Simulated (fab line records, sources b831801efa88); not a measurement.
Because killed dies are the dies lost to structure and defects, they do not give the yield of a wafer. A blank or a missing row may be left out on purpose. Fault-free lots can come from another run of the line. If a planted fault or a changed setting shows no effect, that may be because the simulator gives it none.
The tool behind it: which one? :: flow gf180mcu :: 6 lots with 18 wafers sampled at 3 steps, on a route of 602 steps

WHAT THE GAUGES READ, wafer by wafer
GF_HV_LDD_OVL_MEAS_08.
lot: L649
measured: day 10 05:56
on: overlay-01
HV_LDD_OVL (nm): 2.6 -2.7 -0.5

lot: L651
measured: day 10 19:59
on: overlay-01
HV_LDD_OVL (nm): 0.7 0.4 0.6

lot: L654
measured: day 11 21:50
on: overlay-02
HV_LDD_OVL (nm): 1.5 -1.1 0.1

lot: L659
measured: day 13 06:23
on: overlay-02
HV_LDD_OVL (nm): -0.4 0.3 -0.9

lot: L662
measured: day 14 06:23
on: overlay-01
HV_LDD_OVL (nm): 0.0 -0.5 -0.7

lot: L664
measured: day 14 21:23
on: overlay-01
HV_LDD_OVL (nm): 0.0 1.7 1.1

TOOL THAT RAN EACH LOT (tool first, then ch and the chambers of the sampled wafers, then the start)
lot: L649
GF_POLY_GATE_ETCH_13: rie si-02 ch 2,3, day 9 11:16
GF_POLY_GATE_STRIP_14: plasma asher-02 ch 0,1, day 9 11:19

lot: L651
GF_POLY_GATE_ETCH_13: rie si-02 ch 0,3, day 9 22:37
GF_POLY_GATE_STRIP_14: plasma asher-03 ch 0,1, day 9 22:40

lot: L654
GF_POLY_GATE_ETCH_13: rie si-02 ch 1,2, day 11 01:34
GF_POLY_GATE_STRIP_14: plasma asher-02 ch 0,1, day 11 01:39

lot: L659
GF_POLY_GATE_ETCH_13: rie si-01 ch 0,2, day 12 09:10
GF_POLY_GATE_STRIP_14: plasma asher-01 ch 0,1, day 12 09:13

lot: L662
GF_POLY_GATE_ETCH_13: rie si-01 ch 1,2, day 13 07:40
GF_POLY_GATE_STRIP_14: plasma asher-02 ch 0,1, day 13 07:43

lot: L664
GF_POLY_GATE_ETCH_13: rie si-02 ch 0,3, day 13 23:10
GF_POLY_GATE_STRIP_14: plasma asher-01 ch 0,1, day 13 23:15
- GF_POLY_GATE_ETCH_13: etches poly-Si in HBr/Cl2, stops on SiO2, target depth 198.5 nm, time 72.55 s.
- GF_POLY_GATE_STRIP_14: strips in O2/N2.

THE ANSWER, worked out from the rows above alone
Rule: usual is defined by the lots themselves. The widest of any qualifying gaps counts: lots, ordered by their means at a reading, are off when they make up no more than a third of the lots, leave a main group of 4 or more, and stand apart from it by 3 or more times the standard deviation of that group's means. A main group is skipped when, at the precision printed for the reading in the tables above, its means are all equal. Also off: a lot with no number at a reading for which 4 or more lots have one. The other lots that the step has rows for count as sound.
None of the lots is off at any reading shown; this tells nothing.

WHAT THE SIMULATOR PUT IN
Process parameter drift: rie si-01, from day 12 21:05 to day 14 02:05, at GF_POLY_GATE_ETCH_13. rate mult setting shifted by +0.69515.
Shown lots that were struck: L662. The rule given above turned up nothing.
